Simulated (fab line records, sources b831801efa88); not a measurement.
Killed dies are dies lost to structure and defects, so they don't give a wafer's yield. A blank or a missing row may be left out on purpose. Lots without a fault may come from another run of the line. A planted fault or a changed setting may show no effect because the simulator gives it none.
Which tool did it? | flow sky130 | 24 lots, 72 wafers sampled, at 6 steps of a route of 708

WHAT THE GAUGES READ, wafer by wafer
SKY_VIA3_RS_MEAS_22: measures by four-point-probe.
lot  | measured     | on            | VIA3_W_RS (ohm/sq)
L074 | day 39 11:38 | film_metro-04 | 0.289 0.286 0.293
L075 | day 40 01:55 | film_metro-04 | 0.295 0.295 0.295
L076 | day 40 03:37 | film_metro-04 | 0.295 0.293 0.291
L077 | day 40 15:03 | film_metro-03 | 0.293 0.298 0.297
L078 | day 40 17:28 | film_metro-04 | 0.296 0.294 0.294
L079 | day 41 18:08 | film_metro-02 | 0.297 0.293 0.297
L080 | day 41 22:31 | film_metro-02 | 0.293 0.293 0.293
L081 | day 42 00:23 | film_metro-03 | 0.289 0.290 0.287
L082 | day 42 03:41 | film_metro-03 | 0.290 0.292 0.290
L083 | day 43 02:41 | film_metro-03 | 0.292 0.294 0.292
L084 | day 43 04:23 | film_metro-02 | 0.302 0.290 0.293
L086 | day 43 17:53 | film_metro-03 | 0.290 0.294 0.294
L085 | day 43 21:20 | film_metro-04 | 0.295 0.300 0.301
L087 | day 43 22:47 | film_metro-02 | 0.301 0.294 0.298
L088 | day 44 05:06 | film_metro-03 | 0.292 0.295 0.294
L089 | day 44 05:26 | film_metro-04 | 0.293 0.291 0.299
L090 | day 44 05:29 | film_metro-02 | 0.294 0.296 0.299
L092 | day 44 22:25 | film_metro-03 | 0.301 0.295 0.293
L091 | day 45 00:07 | film_metro-04 | 0.294 0.295 0.294
L093 | day 45 04:38 | film_metro-03 | 0.297 0.291 0.293
L094 | day 45 23:41 | film_metro-04 | 0.298 0.300 0.299
L096 | day 46 03:29 | film_metro-02 | 0.298 0.294 0.295
L095 | day 46 03:47 | film_metro-02 | 0.293 0.295 0.296
L097 | day 46 05:25 | film_metro-02 | 0.297 0.293 0.298

SKY_VIA4_BOW_MEAS_03.
lot  | measured     | on            | VIA4_BOW (um)
L074 | day 41 16:20 | film_metro-02 | 85 74 86
L075 | day 42 04:49 | film_metro-03 | 83 89 86
L076 | day 42 06:51 | film_metro-02 | 72 79 93
L077 | day 42 17:12 | film_metro-03 | 77 86 77
L078 | day 42 23:42 | film_metro-02 | 78 70 90
L079 | day 43 19:10 | film_metro-02 | 85 70 95
L080 | day 44 00:07 | film_metro-02 | 85 84 89
L081 | day 44 01:44 | film_metro-02 | 83 68 77
L082 | day 44 05:10 | film_metro-02 | 77 75 80
L083 | day 45 04:20 | film_metro-03 | 73 80 66
L084 | day 45 06:02 | film_metro-03 | 62 74 63
L086 | day 45 15:10 | film_metro-02 | 79 83 84
L085 | day 45 20:50 | film_metro-03 | 80 86 86
L087 | day 45 21:38 | film_metro-01 | 80 78 66
L088 | day 46 02:52 | film_metro-01 | 87 74 94
L089 | day 46 03:17 | film_metro-01 | 93 73 98
L090 | day 46 04:03 | film_metro-03 | 86 77 74
L092 | day 46 20:22 | film_metro-01 | 71 63 68
L091 | day 46 21:52 | film_metro-03 | 78 78 77
L093 | day 47 01:35 | film_metro-01 | 73 83 88
L094 | day 47 18:43 | film_metro-02 | 92 95 85
L096 | day 47 22:47 | film_metro-01 | 73 61 79
L095 | day 47 23:02 | film_metro-02 | 78 73 88
L097 | day 47 23:57 | film_metro-03 | 87 79 74

SKY_VIA4_THK_MEAS_20: measures by xrf.
lot  | measured     | on            | VIA4_W_THK (nm)
L074 | day 42 16:17 | film_metro-03 | 504 520 513
L075 | day 43 05:01 | film_metro-02 | 507 514 512
L076 | day 43 07:20 | film_metro-01 | 510 500 503
L077 | day 43 16:55 | film_metro-03 | 510 509 514
L078 | day 43 23:47 | film_metro-02 | 509 511 520
L079 | day 44 18:02 | film_metro-02 | 515 521 519
L080 | day 44 22:44 | film_metro-01 | 503 502 501
L081 | day 45 00:35 | film_metro-01 | 503 501 501
L082 | day 45 02:19 | film_metro-02 | 507 514 503
L083 | day 46 02:15 | film_metro-01 | 512 506 508
L084 | day 46 03:46 | film_metro-01 | 516 518 514
L086 | day 46 12:57 | film_metro-01 | 511 511 518
L085 | day 46 17:10 | film_metro-03 | 524 517 522
L087 | day 46 18:59 | film_metro-01 | 519 513 525
L088 | day 47 00:23 | film_metro-01 | 499 499 500
L089 | day 47 00:39 | film_metro-01 | 506 507 503
L090 | day 47 01:22 | film_metro-02 | 513 512 516
L092 | day 47 17:19 | film_metro-03 | 525 514 515
L091 | day 47 18:29 | film_metro-03 | 510 512 512
L093 | day 47 22:20 | film_metro-02 | 506 512 515
L094 | day 48 14:52 | film_metro-03 | 513 508 510
L096 | day 48 18:38 | film_metro-02 | 505 516 515
L095 | day 48 18:56 | film_metro-01 | 502 508 504
L097 | day 48 19:32 | film_metro-01 | 508 502 516

WHICH TOOL RAN EACH LOT (tool, then ch and the chambers of the sampled wafers, then the start)
lot  | SKY_VIA1_SPUTTER_20          | SKY_METAL2_ETCH_18                | SKY_METAL4_SPUTTER_00
L074 | pvd_sputter-02, day 33 22:25 | rie_metal-01 ch 0,1, day 35 01:19 | pvd_sputter-03, day 39 12:04
L075 | pvd_sputter-04, day 34 11:05 | rie_metal-02 ch 0,1, day 35 14:28 | pvd_sputter-02, day 40 02:24
L076 | pvd_sputter-04, day 34 13:06 | rie_metal-01 ch 0,1, day 35 15:25 | pvd_sputter-03, day 40 04:04
L077 | pvd_sputter-02, day 35 00:47 | rie_metal-02 ch 0, day 36 03:31   | pvd_sputter-02, day 40 15:32
L078 | pvd_sputter-01, day 35 04:20 | rie_metal-01 ch 0,1, day 36 07:23 | pvd_sputter-01, day 40 17:57
L079 | pvd_sputter-04, day 36 05:55 | rie_metal-02 ch 0,1, day 37 08:41 | pvd_sputter-02, day 41 18:37
L080 | pvd_sputter-01, day 36 09:17 | rie_metal-03 ch 0,1, day 37 12:43 | pvd_sputter-01, day 41 22:59
L081 | pvd_sputter-04, day 36 11:16 | rie_metal-03 ch 0,1, day 37 13:46 | pvd_sputter-02, day 42 00:52
L082 | pvd_sputter-02, day 36 15:52 | rie_metal-03 ch 0,1, day 37 18:17 | pvd_sputter-03, day 42 04:08
L083 | pvd_sputter-02, day 37 15:49 | rie_metal-01 ch 0,1, day 38 18:41 | pvd_sputter-01, day 43 03:10
L084 | pvd_sputter-01, day 37 17:59 | rie_metal-02 ch 1, day 38 20:49   | pvd_sputter-03, day 43 04:50
L086 | pvd_sputter-01, day 38 11:13 | rie_metal-03 ch 0,1, day 39 13:19 | pvd_sputter-02, day 43 18:19
L085 | pvd_sputter-02, day 38 11:56 | rie_metal-03 ch 0,1, day 39 14:10 | pvd_sputter-02, day 43 22:36
L087 | pvd_sputter-02, day 38 14:38 | rie_metal-02 ch 0,1, day 39 16:46 | pvd_sputter-01, day 43 23:31
L088 | pvd_sputter-02, day 38 16:41 | rie_metal-02 ch 0,1, day 39 18:29 | pvd_sputter-01, day 44 06:26
L089 | pvd_sputter-04, day 38 22:38 | rie_metal-02 ch 0,1, day 40 00:25 | pvd_sputter-03, day 44 06:44
L090 | pvd_sputter-01, day 39 00:41 | rie_metal-01 ch 0,1, day 40 01:56 | pvd_sputter-01, day 44 07:02
L092 | pvd_sputter-02, day 39 17:06 | rie_metal-02 ch 0,1, day 40 19:01 | pvd_sputter-01, day 44 22:52
L091 | pvd_sputter-04, day 39 19:29 | rie_metal-03 ch 0,1, day 40 20:58 | pvd_sputter-01, day 45 00:35
L093 | pvd_sputter-02, day 39 22:37 | rie_metal-01 ch 0,1, day 41 00:10 | pvd_sputter-02, day 45 05:50
L094 | pvd_sputter-02, day 40 21:10 | rie_metal-02 ch 0,1, day 41 21:55 | pvd_sputter-03, day 46 00:08
L096 | pvd_sputter-04, day 41 00:08 | rie_metal-02 ch 0,1, day 42 01:08 | pvd_sputter-01, day 46 03:56
L095 | pvd_sputter-02, day 41 00:29 | rie_metal-03 ch 0,1, day 42 01:50 | pvd_sputter-02, day 46 04:21
L097 | pvd_sputter-02, day 41 03:44 | rie_metal-01 ch 0,1, day 42 04:25 | pvd_sputter-03, day 46 05:52
- SKY_VIA1_SPUTTER_20: material TiN, target thk 20 nm, time 80 s.
- SKY_METAL2_ETCH_18: etches BARC in N2/H2, stops on SiO2, time 45.9 s, target depth 60 nm.
- SKY_METAL4_SPUTTER_00: material Ti, target thk 15 nm, time 10 s.

WHAT THE TOOLS THEMSELVES READ (means of the sampled wafers that have a number; where no wafer has one, the mark that the record gives instead)
SKY_VIA1_SPUTTER_20.
lot  | tool           | throttle_valve_pct (%)
L074 | pvd_sputter-02 | 30.1
L075 | pvd_sputter-04 | 30.1
L076 | pvd_sputter-04 | 29.7
L077 | pvd_sputter-02 | 30.6
L078 | pvd_sputter-01 | 30.3
L079 | pvd_sputter-04 | 29.8
L080 | pvd_sputter-01 | 31.0
L081 | pvd_sputter-04 | 29.6
L082 | pvd_sputter-02 | 29.7
L083 | pvd_sputter-02 | 30.0
L084 | pvd_sputter-01 | 29.7
L086 | pvd_sputter-01 | 29.9
L085 | pvd_sputter-02 | 30.2
L087 | pvd_sputter-02 | 30.6
L088 | pvd_sputter-02 | 31.3
L089 | pvd_sputter-04 | 30.1
L090 | pvd_sputter-01 | 31.2
L092 | pvd_sputter-02 | 30.4
L091 | pvd_sputter-04 | 29.7
L093 | pvd_sputter-02 | 30.1
L094 | pvd_sputter-02 | 30.0
L096 | pvd_sputter-04 | 29.5
L095 | pvd_sputter-02 | 31.0
L097 | pvd_sputter-02 | 30.1

SKY_METAL2_ETCH_18.
lot  | tool         | drypump_motor_current_A (A) | h2_flow_sccm (sccm) | oes_product_au (a.u.) | throttle_valve_pct (%)
L074 | rie_metal-01 | 5.8                         | 200.2               | 0.855                 | 13.231
L075 | rie_metal-02 | 5.9                         | 200.1               | 0.856                 | 13.234
L076 | rie_metal-01 | 5.8                         | 200.0               | 0.852                 | 13.226
L077 | rie_metal-02 | 6.2                         | 199.1               | 0.853                 | 13.221
L078 | rie_metal-01 | 6.3                         | 200.4               | 0.855                 | 13.224
L079 | rie_metal-02 | 5.9                         | 200.0               | 0.856                 | 13.221
L080 | rie_metal-03 | 6.1                         | 199.8               | 0.851                 | 13.232
L081 | rie_metal-03 | 6.2                         | 200.0               | 0.856                 | 13.227
L082 | rie_metal-03 | 6.1                         | 199.9               | 0.858                 | 13.220
L083 | rie_metal-01 | 6.3                         | 200.3               | 0.856                 | 13.224
L084 | rie_metal-02 | 5.4                         | 200.1               | 0.849                 | 13.224
L086 | rie_metal-03 | 6.1                         | 199.8               | 0.850                 | 13.220
L085 | rie_metal-03 | 6.2                         | 199.6               | 0.854                 | 13.222
L087 | rie_metal-02 | 5.9                         | 199.8               | 0.853                 | 13.222
L088 | rie_metal-02 | 5.7                         | 199.8               | 0.855                 | 13.221
L089 | rie_metal-02 | 5.7                         | 199.4               | 0.853                 | 13.229
L090 | rie_metal-01 | 5.8                         | 199.1               | 0.858                 | 13.231
L092 | rie_metal-02 | 5.7                         | 200.4               | 0.855                 | 13.227
L091 | rie_metal-03 | 6.1                         | 199.9               | 0.857                 | 13.218
L093 | rie_metal-01 | 5.8                         | 200.5               | 0.857                 | 13.230
L094 | rie_metal-02 | 5.9                         | 200.1               | 0.855                 | 13.225
L096 | rie_metal-02 | 5.7                         | 200.2               | 0.859                 | 13.218
L095 | rie_metal-03 | 6.1                         | 199.7               | 0.856                 | 13.229
L097 | rie_metal-01 | 6.3                         | 199.8               | 0.857                 | 13.221

SKY_METAL4_SPUTTER_00.
lot  | tool           | throttle_valve_pct (%)
L074 | pvd_sputter-03 | 29.4
L075 | pvd_sputter-02 | 29.2
L076 | pvd_sputter-03 | 29.8
L077 | pvd_sputter-02 | 30.9
L078 | pvd_sputter-01 | 30.0
L079 | pvd_sputter-02 | 29.6
L080 | pvd_sputter-01 | 30.7
L081 | pvd_sputter-02 | 31.1
L082 | pvd_sputter-03 | 29.6
L083 | pvd_sputter-01 | 30.5
L084 | pvd_sputter-03 | 29.3
L086 | pvd_sputter-02 | 29.2
L085 | pvd_sputter-02 | 30.0
L087 | pvd_sputter-01 | 30.5
L088 | pvd_sputter-01 | 30.2
L089 | pvd_sputter-03 | 29.5
L090 | pvd_sputter-01 | 29.7
L092 | pvd_sputter-01 | 30.7
L091 | pvd_sputter-01 | 30.4
L093 | pvd_sputter-02 | 30.1
L094 | pvd_sputter-03 | 29.4
L096 | pvd_sputter-01 | 30.4
L095 | pvd_sputter-02 | 31.1
L097 | pvd_sputter-03 | 29.6

THE ANSWER, worked out from the rows above alone
Rule: what is usual is taken from the lots themselves. Put in order of their means at a reading, lots are off if they are a third of the lots or fewer, leave a main group of 4 or more, and stand apart from it by a gap of 3 or more times the standard deviation of the main group's means; of several such gaps the widest counts. A main group whose means are all the same, to the digits that the tables above print for the reading, isn't used. A lot without any number at a reading at which 4 lots or more have one is off too. The other lots that the step has rows for count as sound. The gauges are gone through in route order, then the tools' own readings, and for those a lot's mean is taken as printed above. The first step at which some lot is off is used, and at that step the reading that is off furthest; a lot without a number counts as furthest.
No lot is off at any reading shown: from this, nothing can be told.

WHAT THE SIMULATOR HAD PUT IN
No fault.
